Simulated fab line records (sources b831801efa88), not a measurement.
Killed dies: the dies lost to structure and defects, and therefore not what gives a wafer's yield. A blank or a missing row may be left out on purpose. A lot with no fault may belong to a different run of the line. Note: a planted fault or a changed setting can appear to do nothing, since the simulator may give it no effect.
Check of tool commonality :: flow gf180mcu :: 12 lots, 36 wafers sampled

== REASON FOR OPENING ==
GF_VT_IMPLANT_TW_MEAS_32, reading VT_IMPLANT_3_TW: flagged on 3 of 12 lots. Fault-free wafers read 271.0, with a standard deviation of 2.
Rule: flag the lot when none of its wafers has a number, or when each of its wafers that has one lies beyond 4 standard deviations from that mean. All remaining lots are regarded as sound.

lot: L696
measured: day 6 19:11
on: film-metro-02
VT_IMPLANT_3_TW, wafer by wafer: 272.6 274.7 271.2
flag: 

lot: L701
measured: day 8 04:26
on: film-metro-04
VT_IMPLANT_3_TW, wafer by wafer: 273.2 272.1 271.6
flag: 

lot: L703
measured: day 8 22:51
on: film-metro-04
VT_IMPLANT_3_TW, wafer by wafer: 272.4 273.6 272.8
flag: 

lot: L709
measured: day 10 09:53
on: film-metro-04
VT_IMPLANT_3_TW, wafer by wafer: 30.5 30.3 30.4
flag: FLAGGED

lot: L710
measured: day 10 14:57
on: film-metro-04
VT_IMPLANT_3_TW, wafer by wafer: 30.4 30.4 30.4
flag: FLAGGED

lot: L711
measured: day 10 20:38
on: film-metro-04
VT_IMPLANT_3_TW, wafer by wafer: 30.2 30.3 30.4
flag: FLAGGED

lot: L713
measured: day 11 11:56
on: film-metro-01
VT_IMPLANT_3_TW, wafer by wafer: 268.4 268.5 267.6
flag: 

lot: L715
measured: day 11 20:34
on: film-metro-04
VT_IMPLANT_3_TW, wafer by wafer: 272.3 271.7 270.7
flag: 

lot: L716
measured: day 12 09:10
on: film-metro-01
VT_IMPLANT_3_TW, wafer by wafer: 268.9 269.2 269.9
flag: 

lot: L717
measured: day 12 14:24
on: film-metro-04
VT_IMPLANT_3_TW, wafer by wafer: 271.5 269.7 270.4
flag: 

lot: L718
measured: day 12 18:23
on: film-metro-01
VT_IMPLANT_3_TW, wafer by wafer: 270.0 269.2 269.6
flag: 

lot: L719
measured: day 13 07:13
on: film-metro-02
VT_IMPLANT_3_TW, wafer by wafer: 274.8 273.9 273.9
flag: 
On average the flagged lots read 30.4, which is -240.6 against the usual, or -99 or more standard deviations.

== EACH LOT AND THE TOOL IT RAN ON ==
2 process steps preceding the reading are held in the record, out of 602 steps in the route. Cell contents, in order: the tool; ch with the chambers the sampled wafers went through; the start.
lot: L696
flag: 
GF_VT_IMPLANT_STRIP_20: plasma-asher-04 ch 0,1, day 6 03:34
GF_VT_IMPLANT_STRIP_31: plasma-asher-03 ch 0,1, day 6 19:05

lot: L701
flag: 
GF_VT_IMPLANT_STRIP_20: plasma-asher-03 ch 0,1, day 7 11:49
GF_VT_IMPLANT_STRIP_31: plasma-asher-04 ch 0,1, day 8 04:20

lot: L703
flag: 
GF_VT_IMPLANT_STRIP_20: plasma-asher-03 ch 0,1, day 8 06:13
GF_VT_IMPLANT_STRIP_31: plasma-asher-02 ch 0,1, day 8 22:46

lot: L709
flag: FLAGGED
GF_VT_IMPLANT_STRIP_20: plasma-asher-03 ch 0,1, day 9 16:35
GF_VT_IMPLANT_STRIP_31: plasma-asher-04 ch 0, day 10 09:47

lot: L710
flag: FLAGGED
GF_VT_IMPLANT_STRIP_20: plasma-asher-03 ch 0,1, day 9 20:35
GF_VT_IMPLANT_STRIP_31: plasma-asher-02 ch 0,1, day 10 14:52

lot: L711
flag: FLAGGED
GF_VT_IMPLANT_STRIP_20: plasma-asher-04 ch 0,1, day 10 02:11
GF_VT_IMPLANT_STRIP_31: plasma-asher-02 ch 1, day 10 20:32

lot: L713
flag: 
GF_VT_IMPLANT_STRIP_20: plasma-asher-04 ch 0,1, day 10 17:23
GF_VT_IMPLANT_STRIP_31: plasma-asher-03 ch 0,1, day 11 11:50

lot: L715
flag: 
GF_VT_IMPLANT_STRIP_20: plasma-asher-04 ch 0,1, day 11 02:10
GF_VT_IMPLANT_STRIP_31: plasma-asher-04 ch 0,1, day 11 20:28

lot: L716
flag: 
GF_VT_IMPLANT_STRIP_20: plasma-asher-04 ch 0,1, day 11 13:43
GF_VT_IMPLANT_STRIP_31: plasma-asher-04 ch 0,1, day 12 09:05

lot: L717
flag: 
GF_VT_IMPLANT_STRIP_20: plasma-asher-04 ch 0,1, day 11 18:41
GF_VT_IMPLANT_STRIP_31: plasma-asher-03 ch 0,1, day 12 14:18

lot: L718
flag: 
GF_VT_IMPLANT_STRIP_20: plasma-asher-04 ch 0,1, day 11 22:53
GF_VT_IMPLANT_STRIP_31: plasma-asher-04 ch 0,1, day 12 18:17

lot: L719
flag: 
GF_VT_IMPLANT_STRIP_20: plasma-asher-04 ch 0,1, day 12 11:34
GF_VT_IMPLANT_STRIP_31: plasma-asher-02 ch 0,1, day 13 07:08
What the steps here do:
- GF_VT_IMPLANT_STRIP_20: strips in O2/N2.
- GF_VT_IMPLANT_STRIP_31: strips in O2/N2.
- GF_VT_IMPLANT_TW_MEAS_32

== FLAGGED OVER TOTAL, TOOL BY TOOL (the gauges that took the reading come last) ==
step: GF_VT_IMPLANT_STRIP_20
tool: plasma-asher-03
lots run: 4
flagged: 2
share of the flagged lots: some
sound lots run after its first flagged lot: 0

step: GF_VT_IMPLANT_STRIP_20
tool: plasma-asher-04
lots run: 8
flagged: 1
share of the flagged lots: some
sound lots run after its first flagged lot: 6 (L713,L715,L716,L717,L718,L719)

step: GF_VT_IMPLANT_STRIP_31
tool: plasma-asher-02
lots run: 4
flagged: 2
share of the flagged lots: some
sound lots run after its first flagged lot: 1 (L719)

step: GF_VT_IMPLANT_STRIP_31
tool: plasma-asher-03
lots run: 3
flagged: 0
share of the flagged lots: none
sound lots run after its first flagged lot: -

step: GF_VT_IMPLANT_STRIP_31
tool: plasma-asher-04
lots run: 5
flagged: 1
share of the flagged lots: some
sound lots run after its first flagged lot: 3 (L715,L716,L718)

step: GF_VT_IMPLANT_TW_MEAS_32
tool: film-metro-01
lots run: 3
flagged: 0
share of the flagged lots: none
sound lots run after its first flagged lot: -

step: GF_VT_IMPLANT_TW_MEAS_32
tool: film-metro-02
lots run: 2
flagged: 0
share of the flagged lots: none
sound lots run after its first flagged lot: -

step: GF_VT_IMPLANT_TW_MEAS_32
tool: film-metro-04
lots run: 7
flagged: 3
share of the flagged lots: all
sound lots run after its first flagged lot: 2 (L715,L717)

== THE TABLE: WHAT IT ALLOWS ==
1 row of the table ran every flagged lot: film-metro-04 at GF_VT_IMPLANT_TW_MEAS_32.
- film-metro-04 at GF_VT_IMPLANT_TW_MEAS_32 ran 7 lots, 3 of them flagged. Lots that were sound ran on it after the first flagged one (L715, L717); a persistent fault on the entire tool would not allow that.
None of the table's rows ran every flagged lot and, after the first, no sound lot.

== WHAT THE SIMULATOR HAD INSERTED ==
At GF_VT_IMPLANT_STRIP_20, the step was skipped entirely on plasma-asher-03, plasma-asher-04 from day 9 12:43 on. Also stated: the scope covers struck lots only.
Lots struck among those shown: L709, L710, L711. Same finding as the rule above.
